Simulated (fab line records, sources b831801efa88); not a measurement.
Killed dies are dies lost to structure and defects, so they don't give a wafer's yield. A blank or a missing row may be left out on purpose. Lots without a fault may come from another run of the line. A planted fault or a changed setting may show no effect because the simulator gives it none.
fab line records | flow sky130
record lots=7 wafers=18 last_day=50
route steps=708 shown GATE_OXIDE@197 POLY_GATE@204 RES_PROTECT@206 PAD_OPEN@708
lots that met no fault: from a run of the same line without faults
start_h: hours from the record's first day to the start of the lot's first wafer shown | wait_h: hours since the lot's step before | " the same as in the row above | L1.1+2: a row that stands for several wafers | - no value, or no start given | * or withheld: withheld | < > ~ a bound
route shown NAME@n: a module of which the file shows steps, and the number in the route of the first | usual: mean/standard deviation of fault-free wafers | same: alike in all rows | chamber/n: place in a boat | sites: the reading at each site | _std_site: their standard deviation | _edge_site: outer sites' mean less inner sites' | radius_mm: how far each site lies from the wafer's centre | mask NAME#n: copy n | behind: the tool/chamber that last shaped the wafer | hold: why the lot was held/for how many hours/how that ended | device: the transistor (n, p or np) that didn't switch | end of line: the same wafers' tests at the end of the route | a step without rows: its recipe alone | killed: dies lost to structure and defects at the first sort, not the wafer's yield | map: a wafer's dies, x killed, . not, _ none there
set.NAME: the setting as run; set.NAME@STEP: as run at that earlier step | model.NAME: the simulator's own value behind a step, which no gauge read
lots at some steps of the route; a table a step, a row a wafer
services: from which hour (start_h, from the record's first day; less than 0 if before it) a tool's chamber was out of use, for how many hours, and why
## steps
# step SKY_GATE_OXIDE_OVL_MEAS_10
# usual GATE_OXIDE_OVL=-1.0/1.6
# columns lot.wafer tool chamber start_h wait_h GATE_OXIDE_OVL[nm]
L836.1 overlay-02 - 360.09 0.1 -1.7
L836.2 " - " " -0.9
L836.6 " - " " -1.5
L843.1 overlay-01 - 416.14 0.1 -0.3
L843.2 " - " " -2.1
L843.4 " - " " -1.8
L844.2 overlay-01 - 423.86 0.1 1.7
L844.6 " - " " 0.9
L847.4 overlay-02 - 445.56 0.1 -1.2
L847.6 " - " " -2.5
L849.4 overlay-01 - 460.71 0.1 0.5
L849.6 " - " " -0.6
L853.4 overlay-02 - 495.16 0.1 -2.6
L853.5 " - " " -2.7
L853.6 " - " " -2.0
L854.2 overlay-02 - 504.30 0.1 1.6
L854.3 " - " " 0.4
L854.5 " - " " -0.1
# step SKY_GATE_OXIDE_IMPLANT_11
# recipe species=B energy_kev=10 dose_cm2=2.6e+12 tilt_deg=withheld
# step SKY_GATE_OXIDE_WET_ETCH_12
# recipe chemistry=dHF target_depth_nm=16.8 dry=n2_spin target=SiO2 dilution=100:1 temp_c=25 time_s=336
# step SKY_GATE_OXIDE_STRIP_13
# recipe chemistry=O2/N2 power_w=1400 pressure_mtorr=1500 platen_temp_c=withheld o2_flow_sccm=3000 n2_flow_sccm=300 overash_fraction=0.5
# usual drypump_motor_current_A=5.7/0.44 oes_product_au=0.716/0.004 strip_time_to_endpoint_s=14.17/0.04
# columns lot.wafer tool chamber start_h wait_h drypump_motor_current_A oes_product_au rf_hours_counter_h strip_time_to_endpoint_s
L836.1 plasma_asher-02 1 360.38 0.0 6.5 0.708 67 14.14
L836.2 " 0 " " 6.3 0.719 67 14.13
L836.6 " 0 " " 6.3 0.717 - 14.16
L843.1 plasma_asher-04 1 416.45 0.0 5.7 0.716 58 14.14
L843.2 " 0 " " 5.1 0.715 58 14.13
L843.4 " 1 " " 5.7 0.713 - 14.14
L844.2 plasma_asher-04 1 424.22 0.0 5.7 0.719 58 14.10
L844.6 " 0 " " 5.1 0.719 - 14.15
L847.4 plasma_asher-04 0 445.86 0.0 5.1 0.713 - 14.22
L847.6 " 0 " " 5.2 0.710 - 14.22
L849.4 plasma_asher-03 0 461.01 0.0 5.3 0.708 - 14.13
L849.6 " 1 " " 5.7 0.718 - 14.12
L853.4 plasma_asher-03 0 495.47 0.0 5.3 0.719 - 14.16
L853.5 " 0 " " 5.3 0.721 - 14.16
L853.6 " 1 " " 5.7 0.713 - 14.16
L854.2 plasma_asher-02 1 504.68 0.0 6.5 0.719 83 14.20
L854.3 " 1 " " 6.5 0.717 - 14.16
L854.5 " 1 " " 6.5 0.718 - 14.24
# step SKY_GATE_OXIDE_TW_MEAS_14
# usual GATE_OXIDE_TW=225.3/1.8
# columns lot.wafer tool chamber start_h wait_h GATE_OXIDE_TW
L836.1 film_metro-03 - 360.48 0.1 224.5
L836.2 " - " " 223.3
L836.6 " - " " 223.1
L843.1 film_metro-03 - 416.55 0.1 222.8
L843.2 " - " " 223.5
L843.4 " - " " 224.4
L844.2 film_metro-04 - 424.33 0.1 225.6
L844.6 " - " " 225.8
L847.4 film_metro-03 - 445.96 0.1 225.2
L847.6 " - " " 224.1
L849.4 film_metro-03 - 461.11 0.1 223.4
L849.6 " - " " 222.9
L853.4 film_metro-04 - 495.57 0.1 223.5
L853.5 " - " " 224.7
L853.6 " - " " 225.1
L854.2 film_metro-01 - 504.79 0.1 228.3
L854.3 " - " " 226.1
L854.5 " - " " 226.9
# step SKY_GATE_OXIDE_CLEAN_15
# recipe chemistry=SC1/SC2 mix=1:4:20 temp_c=70 time_s=150 dry=n2_spin
# step SKY_GATE_OXIDE_OXIDATION_16
# recipe temp_c=800 ambient=O2 idle_temp_c=700 ramp_up_c_per_min=10 ramp_down_c_per_min=3 stabilise_s=600 purge_s=300 target_thk_a=35.7 ox_time_s=1915
# step SKY_POLY_GATE_CVD_00
# recipe material=poly-Si target_thk_nm=180 temp_c=620 time_s=720 pressure_mtorr=200
# step SKY_POLY_GATE_THK_MEAS_01
# recipe reads=poly-Si_of_POLY_GATE_CVD_00
# usual POLY_GATE_CVD_00_THK=179.7/1.7
# columns lot.wafer tool chamber start_h wait_h POLY_GATE_CVD_00_THK[nm]
L836.1 film_metro-04 - 363.84 0.0 177.2
L836.2 " - " " 175.4
L836.6 " - " " 175.2
L843.1 film_metro-02 - 421.42 0.0 183.4
L843.2 " - " " 184.4
L843.4 " - " " 183.1
L844.2 film_metro-04 - 428.57 0.0 181.5
L844.6 " - " " 183.3
L847.4 film_metro-04 - 449.15 0.0 180.1
L847.6 " - " " 180.1
L849.4 film_metro-03 - 464.31 0.0 177.8
L849.6 " - " " 179.1
L853.4 film_metro-04 - 499.01 0.0 181.4
L853.5 " - " " 180.4
L853.6 " - " " 179.5
L854.2 film_metro-02 - 507.63 0.0 181.8
L854.3 " - " " 180.6
L854.5 " - " " 178.9
# step SKY_RES_PROTECT_DEHYDRATE_00
# recipe temp_c=200 time_s=60
# step SKY_RES_PROTECT_HMDS_01
# recipe prime_time_s=60 prime_temp_c=120
# step SKY_RES_PROTECT_COAT_02
# recipe resist=NOVOLAK spin_rpm=3000 resist_thk_nm=1140
# step SKY_RES_PROTECT_SOFTBAKE_03
# recipe temp_c=90 time_s=60 resist=NOVOLAK
# usual chill_plate_temp_C=22.99/0.11 heater_power_total_W=56.59/0.047 run_length_s=89.1/0.34
# columns lot.wafer tool chamber start_h wait_h chill_plate_temp_C heater_power_total_W run_length_s
L836.1 litho_track-04 0 376.89 0.1 22.92 56.58 89.4
L836.2 " 0 " " 22.94 56.56 89.5
L836.6 " 0 " " 22.99 56.59 89.4
L843.1 litho_track-03 0 435.45 0.1 23.10 56.55 88.9
L843.2 " 0 " " 23.15 56.55 88.9
L843.4 " 0 " " 22.93 56.65 88.7
L844.2 litho_track-03 0 442.97 0.1 23.00 59.83 79.7
L844.6 " 0 " " 22.81 56.66 88.7
L847.4 litho_track-03 0 464.77 0.1 23.05 59.85 79.8
L847.6 " 0 " " 22.98 56.55 88.9
L849.4 litho_track-03 0 479.47 0.1 22.79 59.69 79.5
L849.6 " 0 " " 22.85 56.57 89.1
L853.4 litho_track-02 0 513.93 0.1 23.03 56.64 88.9
L853.5 " 0 " " 23.12 56.67 88.9
L853.6 " 0 " " 22.88 56.58 88.9
L854.2 litho_track-02 0 523.33 0.1 23.00 56.60 88.8
L854.3 " 0 " " 23.12 56.62 88.8
L854.5 " 0 " " 23.13 56.56 88.9
# step SKY_RES_PROTECT_EXPOSE_04
# recipe mask_id=RPM na=0.6 source_shape=conventional sigma_outer=0.6 polarization=unpolarized target_cd_nm=1270 dose_mj=131
# step SKY_PAD_OPEN_PROBE_99
# usual killed_at_M0_to_M3=45/6.9 killed_at_M4_up=3.1/1.7 killed_at_contacts=24/5.7 killed_at_front_end=15/4.6 killed_at_other=0.3/0.57 killed_dies=87/10 killed_on_rim=17/3.9 killed_open=48/7.4 killed_short=39/6.7
# same gross_dies=492 killed_at_back_side=0
# columns lot.wafer tool chamber start_h wait_h killed_at_M0_to_M3 killed_at_M4_up killed_at_contacts killed_at_front_end killed_at_other killed_dies killed_on_rim killed_open killed_short
L836.1 prober-01 - 1115.36 0.1 57 2 33 15 0 107 21 60 47
L836.2 prober-01 - 1115.41 0.1 38 3 25 12 0 78 7 48 30
L836.6 prober-01 - 1115.61 0.2 38 3 26 21 0 88 19 47 41
L844.2 prober-01 - 1155.70 0.1 47 2 18 12 1 80 18 35 45
L844.6 prober-01 - 1155.90 0.2 37 2 20 10 0 69 14 47 22
L843.1 prober-02 - 1155.97 0.1 49 3 16 12 0 80 18 46 34
L843.2 prober-02 - 1156.02 0.1 46 2 24 12 0 84 17 55 29
L843.4 prober-02 - 1156.12 0.2 46 5 9 14 2 76 14 28 48
L847.4 prober-01 - 1169.46 0.2 39 2 23 20 0 84 11 43 41
L847.6 prober-01 - 1169.56 0.2 43 3 24 11 0 81 20 53 28
L849.4 prober-01 - 1180.67 0.2 45 3 25 12 0 85 13 47 38
L849.6 prober-01 - 1180.77 0.2 52 5 27 12 0 96 20 51 45
L853.4 prober-01 - 1197.72 0.2 36 3 26 10 0 75 13 35 40
L853.5 prober-01 - 1197.77 0.2 43 4 28 6 0 81 20 45 36
L853.6 prober-01 - 1197.82 0.2 54 5 19 22 0 100 10 58 42
L854.2 prober-02 - 1201.81 0.1 53 1 22 23 0 99 20 53 46
L854.3 prober-02 - 1201.86 0.2 42 1 31 12 0 86 22 58 28
L854.5 prober-02 - 1201.96 0.2 47 1 21 7 1 77 18 45 32
# killed by level:class
L836.1 VIA1:geometric_particle:open=17 CONTACT:geometric_particle:open=10 LI_CONTACT:geometric_particle:open=10 VIA3:geometric_particle:open=7 VIA2:geometric_particle:short=6 METAL1:geometric_particle:short=6 LI_CONTACT:geometric_particle:short=5 LOCAL_INTERCONNECT:geometric_particle:short=5
L836.2 CONTACT:geometric_particle:open=9 VIA1:geometric_particle:open=8 VIA1:geometric_particle:short=6 LI_CONTACT:geometric_particle:open=5 VIA3:geometric_particle:open=5 METAL1:geometric_particle:short=4 VIA2:geometric_particle:open=4 FIELD_ISO:geometric_particle:open=3
L836.6 CONTACT:geometric_particle:short=9 VIA1:geometric_particle:open=8 VIA3:geometric_particle:open=8 LI_CONTACT:geometric_particle:open=6 POLY_GATE:geometric_particle:short=5 SPACER:geometric_particle:open=5 CONTACT:geometric_particle:open=5 VIA1:geometric_particle:short=5
L844.2 CONTACT:geometric_particle:open=7 VIA1:geometric_particle:open=7 METAL2:geometric_particle:short=7 VIA2:geometric_particle:open=7 CONTACT:geometric_particle:short=5 FIELD_ISO:geometric_particle:short=4 METAL1:geometric_particle:short=4 VIA1:geometric_particle:short=4
L844.6 CONTACT:geometric_particle:open=10 VIA1:geometric_particle:open=10 VIA2:geometric_particle:open=7 LI_CONTACT:geometric_particle:open=5 VIA1:geometric_particle:short=5 VIA3:geometric_particle:open=5 METAL3:geometric_particle:short=3 LOCAL_INTERCONNECT:geometric_particle:short=3
L843.1 VIA1:geometric_particle:open=14 VIA3:geometric_particle:open=8 VIA1:geometric_particle:short=6 VIA2:geometric_particle:open=6 FIELD_ISO:geometric_particle:short=5 CONTACT:geometric_particle:open=5 VIA3:geometric_particle:short=4 LI_CONTACT:geometric_particle:open=4
L843.2 VIA1:geometric_particle:open=12 LI_CONTACT:geometric_particle:open=11 VIA2:geometric_particle:open=6 FIELD_ISO:geometric_particle:open=5 CONTACT:geometric_particle:open=5 METAL2:geometric_particle:short=5 VIA3:geometric_particle:open=5 VIA1:geometric_particle:short=4
L843.4 VIA1:geometric_particle:open=11 FIELD_ISO:geometric_particle:short=7 VIA3:geometric_particle:open=7 VIA1:geometric_particle:short=6 METAL4:geometric_particle:short=5 METAL2:geometric_particle:short=5 VIA3:geometric_particle:short=5 POLY_GATE:geometric_particle:short=4
L847.4 VIA3:geometric_particle:open=10 CONTACT:geometric_particle:open=8 LOCAL_INTERCONNECT:geometric_particle:short=6 METAL2:geometric_particle:short=6 VIA2:geometric_particle:open=6 FIELD_ISO:geometric_particle:open=5 POLY_GATE:geometric_particle:short=5 CONTACT:geometric_particle:short=5
L847.6 CONTACT:geometric_particle:open=13 VIA1:geometric_particle:open=11 VIA3:geometric_particle:open=10 METAL1:geometric_particle:short=6 VIA2:geometric_particle:open=5 POLY_GATE:geometric_particle:short=4 METAL4:geometric_particle:short=3 POLY_GATE:geometric_particle:open=3
L849.4 VIA2:geometric_particle:open=11 CONTACT:geometric_particle:open=10 LI_CONTACT:geometric_particle:open=6 VIA1:geometric_particle:open=5 METAL1:geometric_particle:short=5 FIELD_ISO:geometric_particle:open=4 VIA1:geometric_particle:short=4 METAL2:geometric_particle:short=4
L849.6 VIA1:geometric_particle:open=12 CONTACT:geometric_particle:open=9 VIA2:geometric_particle:open=9 METAL1:geometric_particle:short=9 LI_CONTACT:geometric_particle:open=6 LOCAL_INTERCONNECT:geometric_particle:short=5 VIA2:geometric_particle:short=5 FIELD_ISO:geometric_particle:short=4
L853.4 CONTACT:geometric_particle:open=8 LI_CONTACT:geometric_particle:open=6 CONTACT:geometric_particle:short=6 VIA1:geometric_particle:short=6 VIA2:geometric_particle:open=6 FIELD_ISO:geometric_particle:short=5 METAL2:geometric_particle:short=5 LI_CONTACT:geometric_particle:short=4
L853.5 VIA3:geometric_particle:open=10 VIA1:geometric_particle:open=9 CONTACT:geometric_particle:open=8 METAL2:geometric_particle:short=7 LI_CONTACT:geometric_particle:open=6 CONTACT:geometric_particle:short=6 LI_CONTACT:geometric_particle:short=5 FIELD_ISO:geometric_particle:open=4
L853.6 VIA1:geometric_particle:open=11 VIA3:geometric_particle:open=10 POLY_GATE:geometric_particle:open=9 METAL2:geometric_particle:short=8 VIA2:geometric_particle:open=7 CONTACT:geometric_particle:open=6 VIA2:geometric_particle:short=6 LOCAL_INTERCONNECT:geometric_particle:short=5
L854.2 CONTACT:geometric_particle:open=12 METAL1:geometric_particle:short=11 VIA3:geometric_particle:open=9 VIA1:geometric_particle:open=8 VIA2:geometric_particle:open=7 FIELD_ISO:geometric_particle:short=6 FIELD_ISO:geometric_particle:open=6 VIA1:geometric_particle:short=4
L854.3 VIA1:geometric_particle:open=14 LI_CONTACT:geometric_particle:open=11 CONTACT:geometric_particle:open=10 FIELD_ISO:geometric_particle:open=6 VIA2:geometric_particle:open=6 VIA1:geometric_particle:short=6 VIA3:geometric_particle:open=6 CONTACT:geometric_particle:short=5
L854.5 VIA1:geometric_particle:open=15 LI_CONTACT:geometric_particle:open=7 VIA2:geometric_particle:open=6 CONTACT:geometric_particle:open=5 LI_CONTACT:geometric_particle:short=5 METAL2:geometric_particle:short=5 VIA3:geometric_particle:open=4 CONTACT:geometric_particle:short=3
## services
# columns tool chamber start_h hours kind
plasma_asher-03 - 342.75 1.3 repair
plasma_asher-04 - 393.46 4.5 repair
plasma_asher-03 - 421.25 9.0 pm
plasma_asher-03 0 421.25 9.0 vent_cycle
plasma_asher-03 1 421.25 9.0 vent_cycle
plasma_asher-03 0 430.25 - clean
plasma_asher-03 1 430.25 - clean
plasma_asher-04 - 459.72 28.1 pm
## key
first_sign step=SKY_RES_PROTECT_SOFTBAKE_03 reading=heater_power_total_W direction=up sigmas=69 usual=* struck=*
effect step=SKY_RES_PROTECT_SOFTBAKE_03 reading=run_length_s direction=down sigmas=28 usual=* struck=*
met_at SKY_RES_PROTECT_SOFTBAKE_03
struck_wafers L844.2,L847.4,L849.4
tester_left_out L844,L847,L849
onset_between 435.45 442.97
fault kind=process_parameter_drift tool=litho_track-03 chamber=- onset_h=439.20 steps=SKY_RES_PROTECT_SOFTBAKE_03 channel=time_s offset=* shape=step end_h=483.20 scope=struck_wafers_only acts_in=* stated=*
# tester_left_out: of these lots the tester's yield and bins aren't shown, on N5 and GAA mostly nor the transistor test; their killed dies are dies lost to structure and defects alone, not to doping, threshold or leakage, so they don't give the yield
